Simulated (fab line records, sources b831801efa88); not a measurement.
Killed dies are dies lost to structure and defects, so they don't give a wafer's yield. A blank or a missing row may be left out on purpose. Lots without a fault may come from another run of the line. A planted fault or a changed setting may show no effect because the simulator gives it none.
fab line records | flow sky130
record lots=5 wafers=15 last_day=50
route steps=708 shown CAP2M@620 METAL4@621 VIA4@639
lots that met no fault: from a run of the same line without faults
start_h: hours from the record's first day to the start of the lot's first wafer shown | wait_h: hours since the lot's step before | " the same as in the row above | L1.1+2: a row that stands for several wafers | - no value, or no start given | * or withheld: withheld | < > ~ a bound
route shown NAME@n: a module of which the file shows steps, and the number in the route of the first | usual: mean/standard deviation of fault-free wafers | same: alike in all rows | chamber/n: place in a boat | sites: the reading at each site | _std_site: their standard deviation | _edge_site: outer sites' mean less inner sites' | radius_mm: how far each site lies from the wafer's centre | mask NAME#n: copy n | behind: the tool/chamber that last shaped the wafer | hold: why the lot was held/for how many hours/how that ended | device: the transistor (n, p or np) that didn't switch | end of line: the same wafers' tests at the end of the route | a step without rows: its recipe alone | killed: dies lost to structure and defects at the first sort, not the wafer's yield | map: a wafer's dies, x killed, . not, _ none there
set.NAME: the setting as run; set.NAME@STEP: as run at that earlier step | model.NAME: the simulator's own value behind a step, which no gauge read
lots at some steps of the route; a table a step, a row a wafer
services: from which hour (start_h, from the record's first day; less than 0 if before it) a tool's chamber was out of use, for how many hours, and why
## steps
# step SKY_CAP2M_CLEAN_17
# recipe chemistry=O3/DIW dry=n2_spin
# columns lot.wafer tool chamber start_h wait_h
L076.1+3+5 wet_bench-01 3 967.73 0.0
L087.2+3+5 wet_bench-03 0 1043.75 0.0
L089.2+3+5 wet_bench-03 2 1061.33 0.0
L093.1+3+5 wet_bench-03 1 1082.55 0.0
L095.2+3+6 wet_bench-01 0 1096.57 0.0
# step SKY_METAL4_DEHYDRATE_05
# recipe temp_c=200 time_s=60
# usual heater_power_total_W=160.36/0.13
# same time_s=60
# columns lot.wafer tool chamber start_h wait_h heater_power_total_W
L076.1 litho_track-03 0 979.41 11.6 160.51
L076.3 " 0 " " 160.61
L076.5 " 0 " " 160.48
L087.2 litho_track-04 0 1054.29 10.4 160.40
L087.3 " 0 " " 160.57
L087.5 " 0 " " 160.27
L089.2 litho_track-04 0 1072.09 10.7 160.65
L089.3 " 0 " " 160.33
L089.5 " 0 " " 160.47
L093.1 litho_track-04 0 1092.66 10.0 160.69
L093.3 " 0 " " 160.26
L093.5 " 0 " " 160.17
L095.2 litho_track-02 0 1105.44 8.8 160.39
L095.3 " 0 " " 160.41
L095.6 " 0 " " 160.39
# step SKY_METAL4_HMDS_06
# recipe prime_time_s=60 prime_temp_c=120
# columns lot.wafer tool chamber start_h wait_h
L076.1+3+5 litho_track-03 0 979.56 0.1
L087.2+3+5 litho_track-04 0 1054.44 0.1
L089.2+3+5 litho_track-04 0 1072.24 0.1
L093.1+3+5 litho_track-04 0 1092.81 0.1
L095.2+3+6 litho_track-02 0 1105.59 0.1
# step SKY_METAL4_COAT_07
# recipe resist=BARC temp_c=withheld time_s=withheld spin_rpm=3000 resist_thk_nm=60
# columns lot.wafer tool chamber start_h wait_h
L076.1+3+5 litho_track-03 0 979.71 0.1
L087.2+3+5 litho_track-04 0 1054.59 0.1
L089.2+3+5 litho_track-04 0 1072.39 0.1
L093.1+3+5 litho_track-04 0 1092.96 0.1
L095.2+3+6 litho_track-02 0 1105.74 0.1
# step SKY_METAL4_COAT_08
# recipe resist=KrF-thick spin_rpm=3000 resist_thk_nm=1140
# columns lot.wafer tool chamber start_h wait_h
L076.1+3+5 litho_track-03 0 - -
L087.2+3+5 litho_track-04 0 - -
L089.2+3+5 litho_track-04 0 - -
L093.1+3+5 litho_track-04 0 - -
L095.2+3+6 litho_track-02 0 - -
# step SKY_METAL4_SOFTBAKE_09
# recipe temp_c=100 time_s=90 resist=KrF-thick
# usual heater_power_total_W=57.34/0.11
# same time_s=90
# columns lot.wafer tool chamber start_h wait_h heater_power_total_W
L076.1 litho_track-03 0 - - 57.55
L076.3 " 0 " " 57.36
L076.5 " 0 " " 57.36
L087.2 litho_track-04 0 - - 57.25
L087.3 " 0 " " 57.30
L087.5 " 0 " " 57.24
L089.2 litho_track-04 0 - - 57.39
L089.3 " 0 " " 57.42
L089.5 " 0 " " 57.42
L093.1 litho_track-04 0 - - 57.33
L093.3 " 0 " " 57.36
L093.5 " 0 " " 57.28
L095.2 litho_track-02 0 - - 57.21
L095.3 " 0 " " 57.44
L095.6 " 0 " " 57.33
# step SKY_METAL4_EXPOSE_10
# recipe mask_id=MM4 na=0.68 source_shape=annular sigma_inner=0.4 sigma_outer=0.8 target_cd_nm=300 dose_mj=28
# columns lot.wafer tool chamber start_h wait_h mask
L076.1+3+5 krf_scanner-02 0 - - MM4#0
L087.2+3+5 krf_scanner-01 0 - - MM4#0
L089.2+3+5 krf_scanner-01 0 - - MM4#0
L093.1+3+5 krf_scanner-02 0 - - MM4#0
L095.2+3+6 krf_scanner-01 0 - - MM4#0
# step SKY_METAL4_PEB_11
# recipe peb_temp_c=withheld peb_time_s=withheld resist=KrF-thick
# columns lot.wafer tool chamber start_h wait_h
L076.1+3+5 litho_track-02 0 - -
L087.2+3+5 litho_track-02 0 - -
L089.2+3+5 litho_track-03 0 - -
L093.1+3+5 litho_track-03 0 - -
L095.2+3+6 litho_track-04 0 - -
# step SKY_METAL4_DEVELOP_12
# recipe develop_time_s=60 resist=KrF-thick dev_temp_c=21
# columns lot.wafer tool chamber start_h wait_h
L076.1+3+5 litho_track-02 0 - -
L087.2+3+5 litho_track-02 0 - -
L089.2+3+5 litho_track-03 0 - -
L093.1+3+5 litho_track-03 0 - -
L095.2+3+6 litho_track-04 0 - -
# step SKY_METAL4_CD_MEAS_13
# recipe target_cd_nm=300
# usual cd_nm=299.9/1.6
# columns lot.wafer tool chamber start_h wait_h cd_nm
L076.1 cd_sem-01 - 992.01 - 300.6
L076.3 " - " " 300.2
L076.5 " - " " 301.0
L087.2 cd_sem-02 - 1065.38 - 301.2
L087.3 " - " " 301.5
L087.5 " - " " 302.0
L089.2 cd_sem-02 - 1082.38 - 297.8
L089.3 " - " " 297.7
L089.5 " - " " 296.4
L093.1 cd_sem-02 - 1103.26 - 303.1
L093.3 " - " " 304.6
L093.5 " - " " 302.9
L095.2 cd_sem-02 - 1116.23 - 299.2
L095.3 " - " " 299.2
L095.6 " - " " 298.8
# step SKY_METAL4_OVL_MEAS_14
# usual METAL4_OVL=3/5.2
# columns lot.wafer tool chamber start_h wait_h METAL4_OVL[nm]
L076.1 overlay-01 - 992.13 0.1 10
L076.3 " - " " -3
L076.5 " - " " 2
L087.2 overlay-02 - 1065.49 0.1 11
L087.3 " - " " 13
L087.5 " - " " 2
L089.2 overlay-02 - 1082.49 0.1 7
L089.3 " - " " 3
L089.5 " - " " 2
L093.1 overlay-01 - 1103.38 0.1 -13
L093.3 " - " " 0
L093.5 " - " " -5
L095.2 overlay-01 - 1116.34 0.1 11
L095.3 " - " " 5
L095.6 " - " " 13
# step SKY_METAL4_DESCUM_15
# recipe chemistry=O2 source_power_w=150 bias_power_w=0 pressure_mtorr=10 temp_c=40 time_s=8
# usual drypump_motor_current_A=5.38/0.22 oes_product_au=1.003/0.0093 temp_c=39.99/0.11
# same time_s=8
# columns lot.wafer tool chamber start_h wait_h drypump_motor_current_A oes_product_au rf_hours_counter_h temp_c
L076.1 rie_metal-01 0 992.17 0.0 5.13 1.002 7 39.93
L076.3 " 0 " " 5.12 1.000 - 39.83
L076.5 " 0 " " 5.12 1.006 - 39.94
L087.2 rie_metal-02 0 1065.52 0.0 5.70 0.994 1 39.84
L087.3 " 1 " " 5.44 1.015 - 39.95
L087.5 " 1 " " 5.46 1.003 - 39.96
L089.2 rie_metal-01 0 1082.52 0.0 5.11 1.004 12 40.05
L089.3 " 0 " " 5.12 1.008 - 40.16
L089.5 " 0 " " 5.12 1.006 - 40.06
L093.1 rie_metal-01 0 1103.42 0.0 5.14 1.006 14 39.85
L093.3 " 1 " " 5.25 1.013 - 40.07
L093.5 " 0 " " 5.13 1.001 - 40.08
L095.2 rie_metal-01 1 1116.37 0.0 5.26 1.015 19 40.17
L095.3 " 1 " " 5.26 1.009 - 39.98
L095.6 " 1 " " 5.25 1.014 - 39.96
# step SKY_METAL4_ETCH_16
# recipe chemistry=N2/H2 target=BARC ion_energy_ev=200 bias_w=100 pressure_mtorr=30 n2_flow_sccm=100 h2_flow_sccm=200 icp_w=500 stop_on=SiO2 time_s=88.2 target_depth_a=600
# usual drypump_motor_current_A=5.38/0.22 oes_product_au=0.625/0.0043 throttle_valve_pct=13.206/0.0095
# same time_s=88.2
# columns lot.wafer tool chamber start_h wait_h drypump_motor_current_A oes_product_au rf_hours_counter_h throttle_valve_pct
L076.1 rie_metal-01 0 992.23 0.1 5.13 0.624 7 13.228
L076.3 " 0 " " 5.13 0.624 - 13.198
L076.5 " 0 " " 5.12 0.616 - 13.201
L087.2 rie_metal-02 0 1065.55 0.0 5.67 0.622 1 13.215
L087.3 " 1 " " 5.45 0.617 - 13.203
L087.5 " 1 " " 5.45 0.619 - 13.208
L089.2 rie_metal-01 0 1082.55 0.0 5.11 0.621 12 13.189
L089.3 " 0 " " 5.13 0.637 - 13.208
L089.5 " 0 " " 5.14 0.621 - 13.203
L093.1 rie_metal-01 0 1103.45 0.0 5.14 0.625 14 13.198
L093.3 " 1 " " 5.25 0.632 - 13.205
L093.5 " 0 " " 5.14 0.632 - 13.189
L095.2 rie_metal-01 1 1116.40 0.0 5.25 0.626 19 13.216
L095.3 " 1 " " 5.24 0.619 - 13.210
L095.6 " 1 " " 5.26 0.619 - 13.207
# step SKY_METAL4_ETCH_17
# recipe target=SiO2 stop_on=TiN chemistry=C4F8/O2/Ar source_w=1500 bias_w=1200 pressure_mtorr=40 c4f8_flow_sccm=withheld O2_flow_sccm=6 Ar_flow_sccm=300 time_s=3.9 target_depth_a=150
# usual oes_product_au=0.755/0.0069
# same time_s=3.9
# columns lot.wafer tool chamber start_h wait_h oes_product_au rf_hours_counter_h
L076.1 rie_diel-01 3 992.43 0.2 0.758 4
L076.3 " 0 " " 0.752 6
L076.5 " 1 " " 0.747 -
L087.2 rie_diel-01 3 1065.65 0.1 0.753 6
L087.3 " 1 " " 0.750 26
L087.5 " 1 " " 0.760 -
L089.2 rie_diel-01 2 1082.65 0.1 0.750 18
L089.3 " 1 " " 0.756 27
L089.5 " 0 " " 0.754 -
L093.1 rie_diel-02 0 1103.55 0.1 0.758 13
L093.3 " 2 " " 0.740 5
L093.5 " 1 " " 0.759 -
L095.2 rie_diel-02 0 1116.50 0.1 0.748 14
L095.3 " 3 " " 0.760 5
L095.6 " 1 " " 0.757 -
# step SKY_METAL4_METAL_ETCH_18
# recipe target_depth_a=8450 stop_on=SiO2 over_etch_frac=0.3 time_s=189.4 chemistry=Cl2/BCl3 resist_sidewall_deg=88 pressure_mtorr=10 icp_w=900 bias_w=48.5 Cl2_flow_sccm=60 bcl3_flow_sccm=30
# usual drypump_motor_current_A=5.49/0.19 oes_product_au=0.860/0.0083 throttle_valve_pct=22.264/0.009
# same time_s=189.4
# columns lot.wafer tool chamber start_h wait_h drypump_motor_current_A oes_product_au rf_hours_counter_h throttle_valve_pct
L076.1 rie_metal-02 0 992.45 0.0 5.64 0.862 21 22.261
L076.3 " 1 " " 5.46 0.866 - 22.262
L076.5 " 0 " " 5.67 0.870 - 22.254
L087.2 rie_metal-03 1 1065.67 0.0 5.58 0.857 18 22.275
L087.3 " 1 " " 5.58 0.861 - 22.268
L087.5 " 0 " " 5.62 0.855 - 22.269
L089.2 rie_metal-02 0 1082.67 0.0 5.68 0.864 2 22.276
L089.3 " 0 " " 5.71 0.854 - 22.274
L089.5 " 0 " " 5.67 0.853 - 22.268
L093.1 rie_metal-03 1 1103.57 0.0 5.60 0.853 21 22.257
L093.3 " 0 " " 5.64 0.855 - 22.291
L093.5 " 1 " " 5.58 0.850 - 22.259
L095.2 rie_metal-03 1 1116.52 0.0 5.62 0.846 22 22.257
L095.3 " 0 " " 5.62 0.859 - 22.258
L095.6 " 1 " " 5.58 0.855 - 22.271
# step SKY_METAL4_STRIP_19
# recipe chemistry=O2/N2 power_w=1400 pressure_mtorr=1500 platen_temp_c=withheld o2_flow_sccm=3000 n2_flow_sccm=300 overash_fraction=0.5
# usual drypump_motor_current_A=6.0/0.44 o2_flow_sccm=3000/9.1 oes_product_au=0.494/0.0063 strip_time_to_endpoint_s=6.32/0.087
# columns lot.wafer tool chamber start_h wait_h drypump_motor_current_A o2_flow_sccm oes_product_au rf_hours_counter_h strip_time_to_endpoint_s
L076.1 plasma_asher-03 0 992.63 0.1 6.0 3016 0.494 122 6.31
L076.3 " 1 " " 6.1 2995 0.487 - 6.33
L076.5 " 1 " " 6.1 3000 0.495 - 6.25
L087.2 plasma_asher-04 1 1065.85 0.1 4.9 3013 0.491 95 6.33
L087.3 " 1 " " 4.9 2999 0.497 - 6.33
L087.5 " 1 " " 5.0 3008 0.495 - 6.39
L089.2 plasma_asher-03 0 1082.85 0.1 6.0 2994 0.502 1 6.45
L089.3 " 0 " " 6.0 3001 0.494 - 6.35
L089.5 " 1 " " 6.0 2992 0.502 - 6.36
L093.1 plasma_asher-03 0 1103.81 0.2 5.9 2997 0.481 3 6.26
L093.3 " 0 " " 6.0 2997 0.502 - 6.42
L093.5 " 1 " " 6.0 3007 0.482 - 6.35
L095.2 plasma_asher-03 0 1116.75 0.2 6.0 2988 0.486 3 6.24
L095.3 " 1 " " 6.0 2996 0.502 - 6.39
L095.6 " 0 " " 5.9 3008 0.497 - 6.30
# step SKY_METAL4_STRIP_20
# recipe chemistry=post_etch_residue_remover time_s=1200 temp_c=72.5
# usual temp_c=72.49/0.12
# same time_s=1200
# columns lot.wafer tool chamber start_h wait_h temp_c
L076.1 wet_bench-04 3 992.73 0.1 72.74
L076.3 " 3 " " 72.64
L076.5 " 3 " " 72.54
L087.2 wet_bench-03 2 1065.95 0.1 72.73
L087.3 " 2 " " 72.51
L087.5 " 2 " " 72.47
L089.2 wet_bench-03 3 1082.95 0.1 72.45
L089.3 " 3 " " 72.59
L089.5 " 3 " " 72.60
L093.1 wet_bench-02 3 1103.91 0.1 72.68
L093.3 " 3 " " 72.56
L093.5 " 3 " " 72.37
L095.2 wet_bench-04 0 1116.85 0.1 72.43
L095.3 " 0 " " 72.17
L095.6 " 0 " " 72.32
# step SKY_METAL4_CLEAN_21
# recipe chemistry=IPA time_s=180 temp_c=25
# usual temp_c=25.03/0.1
# same time_s=180
# columns lot.wafer tool chamber start_h wait_h temp_c
L076.1 wet_bench-02 3 993.07 0.0 25.15
L076.3 " 3 " " 25.21
L076.5 " 3 " " 25.22
L087.2 wet_bench-02 0 1066.29 0.0 24.93
L087.3 " 0 " " 24.83
L087.5 " 0 " " 24.97
L089.2 wet_bench-02 2 1083.29 0.0 25.05
L089.3 " 2 " " 25.07
L089.5 " 2 " " 24.99
L093.1 wet_bench-03 2 1104.25 0.0 24.99
L093.3 " 2 " " 25.06
L093.5 " 2 " " 25.06
L095.2 wet_bench-03 0 1117.26 0.0 25.04
L095.3 " 0 " " 25.13
L095.6 " 0 " " 25.00
# step SKY_METAL4_CLEAN_22
# recipe chemistry=O3/DIW dry=n2_spin
# columns lot.wafer tool chamber start_h wait_h
L076.1+3+5 wet_bench-04 2 993.13 0.0
L087.2+3+5 wet_bench-04 3 1066.35 0.0
L089.2+3+5 wet_bench-03 0 1083.35 0.0
L093.1+3+5 wet_bench-02 0 1104.31 0.0
L095.2+3+6 wet_bench-02 0 1117.32 0.0
# step SKY_VIA4_HDPCVD_00
# recipe material=SiO2 target_thk_nm=1750 sigma_open_frac=0.3 time_s=291.7 temp_c=400 sih4_flow_sccm=60 pressure_mtorr=6
# same time_s=291.7
# columns lot.wafer tool chamber start_h wait_h
L076.1+3+5 hdpcvd-01 0,1,2 993.22 0.0
L087.2+3+5 hdpcvd-02 1,2,2 1066.44 0.0
L089.2+3+5 hdpcvd-01 1,2,2 1083.44 0.0
L093.1+3+5 hdpcvd-02 2,1,0 1104.40 0.0
L095.2+3+6 hdpcvd-01 2,1,1 1117.43 0.0
# step SKY_VIA4_THK_MEAS_01
# recipe reads=SiO2_of_VIA4_HDPCVD_00
# usual VIA4_HDPCVD_THK=1751/21
# columns lot.wafer tool chamber start_h wait_h VIA4_HDPCVD_THK[nm]
L076.1 film_metro-03 - 993.40 0.1 1710
L076.3 " - " " 1730
L076.5 " - " " 1756
L087.2 film_metro-02 - 1066.63 0.1 1747
L087.3 " - " " 1775
L087.5 " - " " 1731
L089.2 film_metro-01 - 1083.63 0.1 1779
L089.3 " - " " 1764
L089.5 " - " " 1749
L093.1 film_metro-02 - 1104.58 0.1 1728
L093.3 " - " " 1714
L093.5 " - " " 1727
L095.2 film_metro-03 - 1117.62 0.1 1772
L095.3 " - " " 1761
L095.6 " - " " 1760
# step SKY_VIA4_CMP_02
# recipe material=SiO2 down_force_psi=4 platen_rpm=60 pad_velocity_m_s=0.94248
# usual motor_current_A=11.7/1.3
# columns lot.wafer tool chamber start_h wait_h motor_current_A
L076.1 cmp-01 0 993.63 0.2 10.5
L076.3 " 1 " " 13.1
L076.5 " 0 " " 10.8
L087.2 cmp-01 0 1066.73 0.1 10.7
L087.3 " 1 " " 13.9
L087.5 " 0 " " 10.1
L089.3 cmp-01 1 1083.73 0.1 14.4
L089.2 " 2 " " 10.6
L089.5 " 0 " " 10.1
L093.1 cmp-01 3 1104.64 0.1 13.2
L093.3 " 0 " " 11.1
L093.5 " 0 " " 10.4
L095.3 cmp-02 0 1117.68 0.0 11.0
L095.2 " 2 " " 10.3
L095.6 " 0 " " 11.3
# step SKY_VIA4_BOW_MEAS_03
# recipe mode=bow
# usual VIA4_BOW=80/7.9
# columns lot.wafer tool chamber start_h wait_h VIA4_BOW[um]
L076.1 film_metro-03 - 993.90 0.2 85
L076.3 " - " " 83
L076.5 " - " " 77
L087.2 film_metro-02 - 1067.00 0.2 85
L087.3 " - " " 81
L087.5 " - " " 78
L089.2 film_metro-01 - 1084.00 0.2 85
L089.3 " - " " 80
L089.5 " - " " 86
L093.1 film_metro-03 - 1104.94 0.2 86
L093.3 " - " " 79
L093.5 " - " " 77
L095.2 film_metro-03 - 1118.00 0.2 63
L095.3 " - " " 77
L095.6 " - " " 67
# step SKY_VIA4_DEHYDRATE_04
# recipe temp_c=200 time_s=60
# usual heater_power_total_W=160.38/0.13
# same time_s=60
# columns lot.wafer tool chamber start_h wait_h heater_power_total_W
L076.1 litho_track-04 0 1005.26 11.3 160.34
L076.3 " 0 " " 160.30
L076.5 " 0 " " 160.25
L087.2 litho_track-03 0 1076.94 9.9 160.17
L087.3 " 0 " " 160.16
L087.5 " 0 " " 160.28
L089.2 litho_track-04 0 1094.44 10.4 160.36
L089.3 " 0 " " 160.29
L089.5 " 0 " " 160.45
L093.1 litho_track-01 0 1114.59 9.6 160.23
L093.3 " 0 " " 160.18
L093.5 " 0 " " 160.27
L095.2 litho_track-04 0 1126.99 9.0 160.60
L095.3 " 0 " " 160.41
L095.6 " 0 " " 160.46
# step SKY_VIA4_HMDS_05
# recipe prime_time_s=60 prime_temp_c=120
# columns lot.wafer tool chamber start_h wait_h
L076.1+3+5 litho_track-04 0 1005.41 0.1
L087.2+3+5 litho_track-03 0 1077.09 0.1
L089.2+3+5 litho_track-04 0 1094.59 0.1
L093.1+3+5 litho_track-01 0 1114.74 0.1
L095.2+3+6 litho_track-04 0 1127.14 0.1
# step SKY_VIA4_COAT_06
# recipe resist=NOVOLAK spin_rpm=3000 resist_thk_nm=1140
# columns lot.wafer tool chamber start_h wait_h
L076.1+3+5 litho_track-04 0 1005.56 0.1
L087.2+3+5 litho_track-03 0 1077.24 0.1
L089.2+3+5 litho_track-04 0 1094.74 0.1
L093.1+3+5 litho_track-01 0 1114.89 0.1
L095.2+3+6 litho_track-04 0 1127.29 0.1
# step SKY_VIA4_SOFTBAKE_07
# recipe temp_c=90 time_s=60 resist=NOVOLAK
# usual heater_power_total_W=56.60/0.044
# same time_s=60
# columns lot.wafer tool chamber start_h wait_h heater_power_total_W
L076.1 litho_track-04 0 1005.71 0.1 56.69
L076.3 " 0 " " 56.61
L076.5 " 0 " " 56.62
L087.2 litho_track-03 0 1077.39 0.1 56.65
L087.3 " 0 " " 56.57
L087.5 " 0 " " 56.61
L089.2 litho_track-04 0 1094.89 0.1 56.56
L089.3 " 0 " " 56.70
L089.5 " 0 " " 56.48
L093.1 litho_track-01 0 1115.04 0.1 56.54
L093.3 " 0 " " 56.72
L093.5 " 0 " " 56.63
L095.2 litho_track-04 0 1127.44 0.1 56.56
L095.3 " 0 " " 56.63
L095.6 " 0 " " 56.57
# step SKY_VIA4_EXPOSE_08
# recipe mask_id=VIM4 na=0.6 source_shape=conventional sigma_outer=0.6 polarization=unpolarized target_cd_nm=800 dose_mj=132
# columns lot.wafer tool chamber start_h wait_h mask
L076.1+3+5 iline_stepper-01 0 - - VIM4#0
L087.2+3+5 iline_stepper-02 0 - - VIM4#0
L089.2+3+5 iline_stepper-01 0 - - VIM4#0
L093.1+3+5 iline_stepper-01 0 - - VIM4#0
L095.2+3+6 iline_stepper-02 0 - - VIM4#0
# step SKY_VIA4_PEB_09
# recipe temp_c=withheld time_s=* resist=NOVOLAK
# same time_s=*
# columns lot.wafer tool chamber start_h wait_h
L076.1+3+5 litho_track-03 0 - -
L087.2+3+5 litho_track-04 0 - -
L089.2+3+5 litho_track-04 0 - -
L093.1+3+5 litho_track-04 0 - -
L095.2+3+6 litho_track-03 0 - -
# step SKY_VIA4_DEVELOP_10
# recipe resist=NOVOLAK developer=TMAH develop_time_s=60 dev_temp_c=23
# columns lot.wafer tool chamber start_h wait_h
L076.1+3+5 litho_track-03 0 1016.61 0.1
L087.2+3+5 litho_track-04 0 1087.44 0.1
L089.2+3+5 litho_track-04 0 1104.24 0.1
L093.1+3+5 litho_track-04 0 1124.76 0.1
L095.2+3+6 litho_track-03 0 1136.79 0.1
# step SKY_VIA4_OVL_MEAS_11
# usual VIA4_OVL=-0.4/1.4
# columns lot.wafer tool chamber start_h wait_h VIA4_OVL[nm]
L076.1 overlay-02 - 1016.76 0.1 -1.1
L076.3 " - " " 1.5
L076.5 " - " " -1.6
L087.2 overlay-01 - 1087.57 0.1 1.2
L087.3 " - " " 1.0
L087.5 " - " " 2.5
L089.2 overlay-01 - 1104.37 0.1 -0.3
L089.3 " - " " 0.3
L089.5 " - " " -1.4
L093.1 overlay-02 - 1124.91 0.1 -1.8
L093.3 " - " " -0.2
L093.5 " - " " -0.9
L095.2 overlay-02 - 1136.92 0.1 -2.3
L095.3 " - " " -2.0
L095.6 " - " " -1.1
# step SKY_VIA4_ETCH_12
# recipe target=SiO2 chemistry=C4F8/O2/Ar stop_on=TiN mask_material=NOVOLAK source_w=1500 bias_w=1200 pressure_mtorr=40 c4f8_flow_sccm=withheld O2_flow_sccm=6 Ar_flow_sccm=300 time_s=withheld target_depth_a=5800
# usual oes_product_au=0.925/0.0046
# columns lot.wafer tool chamber start_h wait_h oes_product_au
L076.1 rie_diel-04 1 1016.80 0.0 0.927
L076.3 " 2 " " 0.927
L076.5 " 3 " " 0.924
L087.2 rie_diel-03 3 1087.60 0.0 0.926
L087.3 " 0 " " 0.924
L087.5 " 1 " " 0.930
L089.2 rie_diel-02 0 1104.40 0.0 0.924
L089.3 " 1 " " 0.929
L089.5 " 2 " " 0.923
L093.1 rie_diel-02 2 1124.95 0.0 0.923
L093.3 " 1 " " 0.924
L093.5 " 0 " " 0.934
L095.2 rie_diel-03 2 1136.95 0.0 0.924
L095.3 " 0 " " 0.922
L095.6 " 3 " " 0.919
# step SKY_VIA4_STRIP_13
# recipe chemistry=O2/N2 power_w=1400 pressure_mtorr=1500 platen_temp_c=withheld o2_flow_sccm=3000 n2_flow_sccm=300 overash_fraction=0.5
# usual drypump_motor_current_A=5.6/0.62 o2_flow_sccm=2998/9 oes_product_au=0.710/0.0043 strip_time_to_endpoint_s=12.799/0.03
# columns lot.wafer tool chamber start_h wait_h drypump_motor_current_A o2_flow_sccm oes_product_au rf_hours_counter_h strip_time_to_endpoint_s
L076.1 plasma_asher-01 1 1016.87 - 5.0 3019 0.717 49 12.797
L076.3 " 0 " " 4.8 3002 0.711 - 12.815
L076.5 " 0 " " 4.8 3001 0.713 - 12.825
L087.2 plasma_asher-01 1 1087.67 - 5.0 2993 0.706 56 12.825
L087.3 " 1 " " 5.0 3006 0.705 - 12.825
L087.5 " 1 " " 5.0 3000 0.702 - 12.788
L089.2 plasma_asher-02 0 1104.47 - 5.8 3011 0.712 38 12.825
L089.3 " 1 " " 6.4 2984 0.714 - 12.843
L089.5 " 1 " " 6.4 2981 0.710 - 12.814
L093.1 plasma_asher-03 0 1125.02 - 6.0 2981 0.710 4 12.777
L093.3 " 0 " " 6.0 2989 0.709 - 12.785
L093.5 " 0 " " 6.0 2981 0.712 - 12.757
L095.2 plasma_asher-02 1 1137.02 - 6.5 2989 0.705 40 12.787
L095.3 " 0 " " 5.8 3000 0.707 - 12.782
L095.6 " 1 " " 6.5 3001 0.709 - 12.798
# step SKY_VIA4_STRIP_14
# recipe chemistry=post_etch_residue_remover time_s=1200 temp_c=72.5
# usual temp_c=72.51/0.13
# same time_s=1200
# columns lot.wafer tool chamber start_h wait_h temp_c
L076.1 wet_bench-02 1 1016.97 0.1 72.62
L076.3 " 1 " " 72.33
L076.5 " 1 " " 72.58
L087.2 wet_bench-04 0 1087.77 0.1 72.30
L087.3 " 0 " " 72.27
L087.5 " 0 " " 72.38
L089.2 wet_bench-02 0 1104.57 0.1 72.44
L089.3 " 0 " " 72.60
L089.5 " 0 " " 72.51
L093.1 wet_bench-04 2 1125.12 0.1 72.60
L093.3 " 2 " " 72.38
L093.5 " 2 " " 72.52
L095.2 wet_bench-01 2 1137.12 0.1 72.49
L095.3 " 2 " " 72.61
L095.6 " 2 " " 72.63
# step SKY_VIA4_CLEAN_15
# recipe chemistry=IPA time_s=180 temp_c=25
# usual temp_c=24.99/0.13
# same time_s=180
# columns lot.wafer tool chamber start_h wait_h temp_c
L076.1 wet_bench-01 0 1017.31 0.0 24.87
L076.3 " 0 " " 25.08
L076.5 " 0 " " 24.94
L087.2 wet_bench-02 2 1088.11 0.0 24.75
L087.3 " 2 " " 24.90
L087.5 " 2 " " 24.87
L089.2 wet_bench-02 1 1104.91 0.0 25.09
L089.3 " 1 " " 25.12
L089.5 " 1 " " 25.12
L093.1 wet_bench-02 3 1125.49 0.0 24.98
L093.3 " 3 " " 25.19
L093.5 " 3 " " 25.01
L095.2 wet_bench-04 2 1137.47 0.0 25.03
L095.3 " 2 " " 25.18
L095.6 " 2 " " 25.05
# step SKY_VIA4_CLEAN_16
# recipe chemistry=O3/DIW dry=n2_spin
# columns lot.wafer tool chamber start_h wait_h
L076.1+3+5 wet_bench-04 1 1017.38 0.0
L087.2+3+5 wet_bench-04 2 1088.17 0.0
L089.2+3+5 wet_bench-04 3 1104.97 0.0
L093.1+3+5 wet_bench-02 3 1125.56 0.0
L095.2+3+6 wet_bench-01 3 1137.52 0.0
# step SKY_VIA4_SPUTTER_17
# recipe material=TiN target_thk_nm=20 chamber_pressure_pa=5 power_w=4000 time_s=80
# usual cathode_dc_power_W=3999.9/0.67 throttle_valve_pct=30.2/0.71
# same time_s=80
# columns lot.wafer tool chamber start_h wait_h cathode_dc_power_W throttle_valve_pct
L076.1 pvd_sputter-03 - 1017.47 0.0 4000.4 30.3
L076.3 " - " " 3999.1 29.9
L076.5 " - " " 3999.6 31.4
L087.2 pvd_sputter-02 - 1088.26 0.0 4000.9 30.3
L087.3 " - " " 4000.0 29.7
L087.5 " - " " 3998.5 29.7
L089.2 pvd_sputter-03 - 1105.06 0.0 3999.1 30.1
L089.3 " - " " 3999.4 30.5
L089.5 " - " " 3999.9 31.4
L093.1 pvd_sputter-03 - 1125.66 0.0 4000.0 30.5
L093.3 " - " " 3998.5 30.1
L093.5 " - " " 4001.2 30.5
L095.2 pvd_sputter-04 - 1137.62 0.0 3999.4 31.2
L095.3 " - " " 3999.7 30.5
L095.6 " - " " 4000.4 30.7
# step SKY_VIA4_CVD_18
# recipe material=W target_thk_nm=505 time_s=152.14 temp_c=400 pressure_torr=40
# usual heater_power_outer_w=509/20 heater_power_w=831/34
# same time_s=152.14
# columns lot.wafer tool chamber start_h wait_h heater_power_outer_w heater_power_w
L076.1 cvd_w-01 0 1017.53 0.0 542 869
L076.3 " 0 " " 550 886
L076.5 " 0 " " 533 871
L087.2 cvd_w-01 0 1088.32 0.0 528 890
L087.3 " 0 " " 537 901
L087.5 " 0 " " 534 843
L089.2 cvd_w-02 1 1105.12 0.0 480 792
L089.3 " 1 " " 480 811
L089.5 " 0 " " 479 824
L093.1 cvd_w-01 0 1125.72 0.0 535 883
L093.3 " 1 " " 512 821
L093.5 " 0 " " 534 889
L095.2 cvd_w-01 1 1137.68 0.0 513 787
L095.3 " 0 " " 544 897
L095.6 " 0 " " 534 882
## services
# columns tool chamber start_h hours kind
cmp-01 - 945.81 3.7 repair
rie_metal-03 1 947.00 2.8 repair
hdpcvd-01 - 950.25 15.0 pm
cmp-01 - 959.13 0.3 repair
iline_stepper-01 - 963.98 1.7 pm
cmp-01 - 966.18 3.9 repair
rie_metal-01 1 971.59 47.0 repair
rie_diel-01 3 984.07 2.1 repair
plasma_asher-03 - 989.98 0.9 repair
rie_diel-01 - 991.41 0.4 repair
rie_metal-01 - 994.03 2.8 pm
hdpcvd-01 - 996.03 5.5 pm
plasma_asher-03 - 996.05 0.3 repair
rie_metal-01 0 1018.13 6.6 repair
hdpcvd-01 - 1037.24 0.8 pm
krf_scanner-01 - 1042.22 1.7 repair
cmp-01 - 1047.15 4.0 pm
plasma_asher-03 - 1055.05 14.6 pm
rie_metal-01 0 1059.14 10.0 repair
plasma_asher-03 - 1069.65 9.0 pm
rie_diel-02 3 1101.91 6.8 repair
plasma_asher-03 - 1109.08 2.8 pm
cmp-01 - 1126.30 19.0 pm
wet_bench-01 - 1133.69 1.9 pm
## key
fault none
